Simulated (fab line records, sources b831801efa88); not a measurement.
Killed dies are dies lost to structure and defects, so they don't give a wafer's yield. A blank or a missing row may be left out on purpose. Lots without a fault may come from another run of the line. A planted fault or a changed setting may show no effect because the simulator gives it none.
fab line records | flow gf180mcu
record lots=11 wafers=33 last_day=34
route steps=602 shown V2@400 M3@415 V3@433
lots that met no fault: from a run of the same line without faults
start_h: hours from the record's first day to the start of the lot's first wafer shown | wait_h: hours since the lot's step before | " the same as in the row above | L1.1+2: a row that stands for several wafers | - no value, or no start given | * or withheld: withheld | < > ~ a bound
route shown NAME@n: a module of which the file shows steps, and the number in the route of the first | usual: mean/standard deviation of fault-free wafers | same: alike in all rows | chamber/n: place in a boat | sites: the reading at each site | _std_site: their standard deviation | _edge_site: outer sites' mean less inner sites' | radius_mm: how far each site lies from the wafer's centre | mask NAME#n: copy n | behind: the tool/chamber that last shaped the wafer | hold: why the lot was held/for how many hours/how that ended | device: the transistor (n, p or np) that didn't switch | end of line: the same wafers' tests at the end of the route | a step without rows: its recipe alone | killed: dies lost to structure and defects at the first sort, not the wafer's yield | map: a wafer's dies, x killed, . not, _ none there
set.NAME: the setting as run; set.NAME@STEP: as run at that earlier step | model.NAME: the simulator's own value behind a step, which no gauge read
steps of the route over a sample of lots; a table a step, a row a wafer
services: from which hour (start_h, from the record's first day; less than 0 if before it) a tool's chamber was out of use, for how many hours, and why
## steps
# step GF_V2_STRIP_18
# recipe chemistry=O2/N2 power_w=1400 pressure_mtorr=1500 platen_temp_c=250 o2_flow_sccm=3000 n2_flow_sccm=300 overash_fraction=0.5
# usual drypump_motor_current_A=6.1/0.36 heater_power_w=335/30 oes_product_au=0.592/0.0045
# columns lot.wafer tool chamber start_h wait_h drypump_motor_current_A heater_power_w oes_product_au rf_hours_counter_h
L339.3 plasma_asher-03 0 457.21 - 6.3 353 0.593 -
L339.5 " 0 " " 6.4 353 0.591 -
L339.6 " 1 " " 5.6 363 0.597 -
L340.2 plasma_asher-02 1 472.09 - 5.5 302 0.600 38
L340.3 " 0 " " 6.5 378 0.590 -
L340.5 " 1 " " 5.5 301 0.589 -
L341.4 plasma_asher-03 1 477.52 - 5.6 375 0.592 -
L341.5 " 1 " " 5.6 360 0.602 -
L341.6 " 0 " " 6.4 359 0.583 -
L343.1 plasma_asher-03 0 501.24 - 6.3 360 0.585 83
L343.3 " 1 " " 5.6 360 0.596 -
L343.5 " 1 " " 5.6 352 0.592 -
L346.2 plasma_asher-01 1 522.64 - 6.1 331 0.594 10
L346.3 " 1 " " 6.1 336 0.595 -
L346.6 " 0 " " 6.4 297 0.594 -
L347.1 plasma_asher-03 1 537.12 - 5.6 363 0.598 87
L347.2 " 0 " " 6.3 340 0.596 87
L347.3 " 1 " " 5.6 374 0.595 -
L348.3 plasma_asher-02 0 538.62 - 6.5 373 0.593 -
L348.4 " 1 " " 5.5 301 0.600 -
L348.6 " 0 " " 6.5 392 0.601 -
L349.2 plasma_asher-03 0 548.69 - 6.3 345 0.591 88
L349.3 " 1 " " 5.6 358 0.599 -
L349.4 " 0 " " 6.3 342 0.590 -
L357.1 plasma_asher-01 0 618.32 - 6.4 309 0.586 21
L357.2 " 1 " " 6.1 334 0.578 21
L357.4 " 1 " " 6.1 329 0.588 -
L359.2 plasma_asher-02 0 626.22 - 6.5 392 0.591 53
L359.3 " 0 " " 6.5 382 0.590 -
L359.6 " 0 " " 6.5 385 0.589 -
L361.1 plasma_asher-01 1 644.04 - 6.1 327 0.595 24
L361.2 " 0 " " 6.4 295 0.587 24
L361.6 " 0 " " 6.4 296 0.596 -
# step GF_M3_THK_MEAS_06
# recipe thk_meas_gauge=xrf reads=AlCu_of_M3_SPUTTER_02
# usual M3_ALCU_THK=443/5.5
# columns lot.wafer tool chamber start_h wait_h M3_ALCU_THK[nm]
L339.3 film_metro-02 - 458.76 0.1 441
L339.5 " - " " 442
L339.6 " - " " 440
L340.2 film_metro-02 - 473.67 0.1 444
L340.3 " - " " 442
L340.5 " - " " 441
L341.4 film_metro-02 - 479.09 0.1 436
L341.5 " - " " 433
L341.6 " - " " 432
L343.1 film_metro-02 - 502.92 0.1 437
L343.3 " - " " 441
L343.5 " - " " 439
L346.2 film_metro-04 - 524.25 0.1 445
L346.3 " - " " 445
L346.6 " - " " 442
L347.1 film_metro-04 - 538.69 0.1 447
L347.2 " - " " 451
L347.3 " - " " 453
L348.3 film_metro-02 - 540.18 0.1 439
L348.4 " - " " 446
L348.6 " - " " 438
L349.2 film_metro-02 - 550.26 0.1 440
L349.3 " - " " 434
L349.4 " - " " 434
L357.1 film_metro-02 - 619.89 0.1 436
L357.2 " - " " 432
L357.4 " - " " 431
L359.2 film_metro-02 - 627.81 0.1 446
L359.3 " - " " 447
L359.6 " - " " 445
L361.1 film_metro-04 - 645.78 0.1 452
L361.2 " - " " 448
L361.6 " - " " 447
# step GF_V3_CMP_04
# recipe material=SiO2 down_force_psi=4 platen_rpm=60 pad_velocity_m_s=0.94248
# usual motor_current_A=12.0/1.1 platen_rpm=60.00/0.035 slurry_flow_ml_min=150.0/0.45 time_to_endpoint_s=82/5.3
# columns lot.wafer tool chamber start_h wait_h motor_current_A platen_rpm slurry_flow_ml_min time_to_endpoint_s
L339.3 cmp-01 0 483.33 0.2 13.0 59.92 149.7 88
L339.5 " 1 " " 10.8 59.95 149.6 77
L339.6 " 2 " " 11.3 59.98 150.1 80
L340.2 cmp-02 1 497.77 0.1 13.0 59.98 150.5 74
L340.3 " 3 " " 11.3 60.04 150.4 78
L340.5 " 1 " " 14.9 59.97 150.7 86
L341.4 cmp-02 2 503.38 0.0 11.6 60.04 148.8 80
L341.6 " 2 " " 12.3 60.00 150.2 85
L341.5 " 3 " " 11.7 60.00 150.2 86
L343.1 cmp-02 1 527.09 0.1 13.8 59.97 150.6 83
L343.3 " 3 " " 11.3 59.98 150.3 78
L343.5 " 0 " " 12.1 59.96 150.1 87
L346.3 cmp-02 0 547.51 0.0 12.0 59.98 149.9 83
L346.2 " 1 " " 13.7 59.94 150.5 81
L346.6 " 0 " " 12.7 60.02 149.2 90
L347.3 cmp-02 2 561.63 0.1 11.8 60.00 150.6 84
L347.1 " 3 " " 11.7 59.99 150.7 81
L347.2 " 0 " " 12.1 59.99 149.9 84
L348.3 cmp-01 3 562.91 0.0 10.2 60.00 149.4 77
L348.4 " 1 " " 10.3 59.99 149.6 83
L348.6 " 0 " " 13.0 59.99 149.5 83
L349.4 cmp-02 3 572.98 0.0 11.8 60.02 149.6 83
L349.3 " 0 " " 11.6 60.05 149.6 63
L349.2 " 2 " " 11.7 59.99 150.1 77
L357.4 cmp-01 3 641.21 0.0 10.2 60.02 149.5 85
L357.2 " 1 " " 10.6 59.97 150.4 77
L357.1 " 2 " " 12.2 60.02 149.6 76
L359.3 cmp-01 2 648.33 0.1 11.6 59.96 150.5 73
L359.2 " 0 " " 12.4 60.01 149.1 79
L359.6 " 1 " " 10.5 59.96 150.4 80
L361.1 cmp-02 1 666.68 0.1 14.0 59.99 149.9 80
L361.2 " 0 " " 12.6 59.99 150.0 78
L361.6 " 1 " " 14.2 59.98 150.2 78
# step GF_V3_BOW_MEAS_05
# recipe mode=bow
# usual V3_BOW=116/8.4
# columns lot.wafer tool chamber start_h wait_h hold V3_BOW[um]
L339.3 film_metro-03 - 483.52 0.1 - 130
L339.5 " - " " - 116
L339.6 " - " " - 124
L340.2 film_metro-03 - 498.04 0.2 - 116
L340.3 " - " " - 100
L340.5 " - " " - 105
L341.4 film_metro-04 - 503.74 0.3 - 120
L341.5 " - " " - 118
L341.6 " - " " - 122
L343.1 film_metro-02 - 527.34 0.2 - 120
L343.3 " - " " - 116
L343.5 " - " " - 115
L346.2 film_metro-03 - 547.83 0.2 - 119
L346.3 " - " " - 123
L346.6 " - " " - 109
L347.1 film_metro-03 - 561.88 0.1 - 114
L347.2 " - " " - 115
L347.3 " - " " - 105
L348.3 film_metro-04 - 563.29 0.3 - 123
L348.4 " - " " - 119
L348.6 " - " " - 117
L349.2 film_metro-02 - 573.30 0.1 await_dispo/0.2h/release 115
L349.3 " - " " await_dispo/0.2h/release 119
L349.4 " - " " await_dispo/0.2h/release 103
L349.2 film_metro-02 - 573.58 0.3 - -
L349.3 " - " " - -
L349.4 " - " " - -
L357.1 film_metro-02 - 641.51 0.1 - 107
L357.2 " - " " - 115
L357.4 " - " " - 117
L359.2 film_metro-02 - 648.60 0.1 - 108
L359.3 " - " " - 117
L359.6 " - " " - 117
L361.1 film_metro-02 - 666.98 0.2 - 115
L361.2 " - " " - 130
L361.6 " - " " - 119
# step GF_V3_ETCH_17
# recipe chemistry=C4F8/O2/Ar mask_material=KrF target=SiO2 stop_on=TiN source_w=1500 bias_w=1200 pressure_mtorr=40 c4f8_flow_sccm=withheld O2_flow_sccm=6 Ar_flow_sccm=300 time_s=withheld target_depth_a=6350
# usual oes_product_au=0.855/0.0044
# columns lot.wafer tool chamber start_h wait_h oes_product_au
L339.3 rie_diel-04 3 - - 0.855
L339.5 " 3 " " 0.857
L339.6 " 2 " " 0.864
L340.2 rie_diel-03 3 - - 0.861
L340.3 " 0 " " 0.853
L340.5 " 2 " " 0.857
L341.4 rie_diel-04 1 - - 0.848
L341.5 " 3 " " 0.850
L341.6 " 0 " " 0.861
L343.1 rie_diel-03 1 - - 0.850
L343.3 " 0 " " 0.852
L343.5 " 0 " " 0.860
L346.2 rie_diel-04 3 - - 0.853
L346.3 " 0 " " 0.856
L346.6 " 1 " " 0.862
L347.1 rie_diel-03 3 - - 0.854
L347.2 " 0 " " 0.856
L347.3 " 2 " " 0.856
L348.3 rie_diel-03 3 - - 0.848
L348.4 " 0 " " 0.851
L348.6 " 2 " " 0.857
L349.2 rie_diel-04 1 - - 0.857
L349.3 " 3 " " 0.906
L349.4 " 0 " " 0.849
L357.1 rie_diel-04 3 - - 0.853
L357.2 " 1 " " 0.846
L357.4 " 0 " " 0.859
L359.2 rie_diel-02 0 - - 0.846
L359.3 " 1 " " 0.856
L359.6 " 2 " " 0.851
L361.1 rie_diel-02 3 - - 0.856
L361.2 " 1 " " 0.853
L361.6 " 3 " " 0.853
# step GF_V3_SPUTTER_22
# recipe material=TiN target_thk_nm=10 chamber_pressure_pa=5 power_w=4000 time_s=40
# usual throttle_valve_pct=30.2/0.74
# columns lot.wafer tool chamber start_h wait_h throttle_valve_pct
L339.3 pvd_sputter-03 - 507.68 0.0 30.2
L339.5 " - " " 30.1
L339.6 " - " " 30.2
L340.2 pvd_sputter-01 - 521.37 0.0 31.1
L340.3 " - " " 29.3
L340.5 " - " " 29.0
L341.4 pvd_sputter-01 - 527.48 0.0 29.3
L341.5 " - " " 29.2
L341.6 " - " " 31.1
L343.1 pvd_sputter-03 - 550.63 0.0 30.8
L343.3 " - " " 29.9
L343.5 " - " " 29.9
L346.2 pvd_sputter-02 - 570.42 0.0 31.6
L346.3 " - " " 31.0
L346.6 " - " " 30.9
L347.1 pvd_sputter-03 - 584.66 0.0 29.7
L347.2 " - " " 30.1
L347.3 " - " " 30.2
L348.3 pvd_sputter-03 - 585.55 0.0 30.0
L348.4 " - " " 30.7
L348.6 " - " " 29.9
L349.2 pvd_sputter-02 - 595.53 0.0 30.9
L349.3 " - " " 31.9
L349.4 " - " " 29.8
L357.1 pvd_sputter-01 - 661.90 0.0 30.9
L357.2 " - " " 29.9
L357.4 " - " " 28.7
L359.2 pvd_sputter-01 - 668.97 0.0 29.5
L359.3 " - " " 29.1
L359.6 " - " " 29.1
L361.1 pvd_sputter-01 - 687.12 0.0 29.1
L361.2 " - " " 29.8
L361.6 " - " " 29.0
## services
# columns tool chamber start_h hours kind
cmp-01 - 451.31 0.3 repair
pvd_sputter-03 - 459.80 21.7 repair
rie_diel-04 0 469.11 2.1 repair
rie_diel-03 1 471.83 4.7 repair
rie_diel-04 - 491.78 2.8 pm
cmp-02 - 500.61 1.5 repair
cmp-02 - 502.16 1.2 repair
rie_diel-03 3 521.76 8.0 repair
cmp-01 - 531.35 0.9 repair
rie_diel-04 0 535.78 8.7 repair
rie_diel-04 3 549.99 9.1 repair
pvd_sputter-01 - 559.42 13.3 repair
cmp-01 - 572.00 4.0 pm
rie_diel-03 1 577.50 13.6 repair
cmp-01 - 593.51 4.6 repair
cmp-01 - 613.35 5.5 pm
pvd_sputter-01 - 626.05 3.0 repair
rie_diel-04 2 633.47 48.7 repair
cmp-01 - 634.08 5.6 pm
rie_diel-03 - 642.66 0.6 repair
rie_diel-03 1 644.39 13.9 repair
rie_diel-03 3 646.17 8.5 repair
rie_diel-04 0 662.81 9.8 repair
cmp-02 - 669.84 8.4 pm
## key
first_sign step=GF_V3_CMP_04 reading=time_to_endpoint_s direction=down sigmas=3.5 usual=* struck=*
effect step=GF_V3_BOW_MEAS_05 reading=visit direction=added
effect step=GF_V3_ETCH_17 reading=oes_product_au direction=up sigmas=12 usual=0.855 struck=0.906
met_at GF_V3_CMP_04
struck_lots L349
struck_wafers L349.3
not_acting_at GF_V2_STRIP_18,GF_M3_THK_MEAS_06,GF_V3_SPUTTER_22
onset_between 561.63 572.98
fault kind=process_parameter_drift tool=cmp-02 chamber=- onset_h=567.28 steps=GF_V3_CMP_04 channel=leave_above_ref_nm offset=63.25 shape=step end_h=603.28 scope=struck_wafers_only acts_in=these_recipes_only stated=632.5
